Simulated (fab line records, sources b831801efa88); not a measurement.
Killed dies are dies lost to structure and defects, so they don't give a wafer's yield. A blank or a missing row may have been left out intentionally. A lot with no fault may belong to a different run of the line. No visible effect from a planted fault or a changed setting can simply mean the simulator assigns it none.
What tool caused it? + flow gf180mcu + 7 lots (21 wafers sampled), 1 step of a 602-step route

WHAT THE GAUGES SHOWED, per wafer
GF_STI_BOW_MEAS_00.
| lot  | measured    | on           | INCOMING_BOW (um) |
|------|-------------|--------------|-------------------|
| L187 | day 1 15:01 | filmMetro-02 | 10 6 -1           |
| L190 | day 2 06:00 | filmMetro-04 | 0 2 -3            |
| L192 | day 2 16:00 | filmMetro-02 | 8 6 -5            |
| L196 | day 3 12:00 | filmMetro-04 | -1 4 7            |
| L203 | day 4 23:03 | filmMetro-02 | 7 0 13            |
| L206 | day 5 14:01 | filmMetro-01 | 6 12 -1           |
| L208 | day 6 00:02 | filmMetro-04 | -1 -6 5           |

WHAT TOOL EACH LOT RAN ON (gives the tool, then ch and the chambers of the sampled wafers, and finally the start)
Record: no process step prior to these readings.

THE ANSWER, worked out from the rows above alone
Rule: what is usual is taken from the lots themselves. The widest of any qualifying gaps counts: lots, ordered by their means at a reading, are off when they make up no more than a third of the lots, leave a main group of 4 or more, and stand apart from it by 3 or more times the standard deviation of that group's means. The tables above print the reading to a certain number of digits; a main group whose means all agree to those digits is not used. A lot without any number at a reading at which 4 lots or more have one is off too. Where the step has rows for the other lots, those lots are counted as sound.
No lot is off at any reading shown: from this, nothing can be told.

WHAT THE SIMULATOR HAD PUT IN
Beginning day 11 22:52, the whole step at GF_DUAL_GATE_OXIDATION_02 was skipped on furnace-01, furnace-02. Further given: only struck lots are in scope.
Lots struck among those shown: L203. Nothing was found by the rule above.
